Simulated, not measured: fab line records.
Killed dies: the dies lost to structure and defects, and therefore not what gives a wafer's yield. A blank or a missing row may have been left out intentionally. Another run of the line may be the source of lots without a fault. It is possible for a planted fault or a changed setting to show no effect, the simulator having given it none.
Chamber matching :: flow sky130 :: SKY_CONTACT_CMP_04 on cmp-02: 4 sister chambers
The step polishes SiO2. 4 wafers are shown with their chamber, then 7 later ones without.

EACH WAFER AND ITS CHAMBER
wafer: L148.1
chamber: 3
motorCurrentA (A): 13.0

wafer: L148.6
chamber: 0
motorCurrentA (A): 10.4

wafer: L157.1
chamber: 2
motorCurrentA (A): 11.9

wafer: L157.3
chamber: 1
motorCurrentA (A): 12.3

WAFERS WHOSE CHAMBER IS MISSING
wafer: L157.4
motorCurrentA (A): 10.9

wafer: L158.3
motorCurrentA (A): 10.7

wafer: L158.4
motorCurrentA (A): 12.0

wafer: L158.6
motorCurrentA (A): 12.8

wafer: L160.1
motorCurrentA (A): 10.0

wafer: L160.2
motorCurrentA (A): 12.6

wafer: L160.3
motorCurrentA (A): 12.7

THE CHAMBER EACH PASSED THROUGH
wafer: L157.4
from the rows above: can't be placed: 0 or 2
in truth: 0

wafer: L158.3
from the rows above: 0
in truth: 0

wafer: L158.4
from the rows above: can't be placed: 2 or 1
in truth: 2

wafer: L158.6
from the rows above: can't be placed: 3 or 1
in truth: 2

wafer: L160.1
from the rows above: 0
in truth: 0

wafer: L160.2
from the rows above: can't be placed: 1 or 3 or 2
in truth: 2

wafer: L160.3
from the rows above: can't be placed: 3 or 1 or 2
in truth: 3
Correct placement for 2 of the 7. From these rows, 5 cannot be placed; in 4 the true chamber is one of the candidates. 0 placed wrongly.
How it was worked out, from the rows above alone: a wafer's distance from a chamber is the root of the sum, over the readings, of the square of ((its reading less the chamber's mean) divided by the reading's scatter). The wafer belongs to the nearest chamber; if the next one is less than 2 further off, it can't be placed. A chamber's mean is the mean of its shown wafers. The scatter (one wafer shown for each chamber): square how far every hidden wafer sits from the nearest shown wafer, average those squares and take the square root.
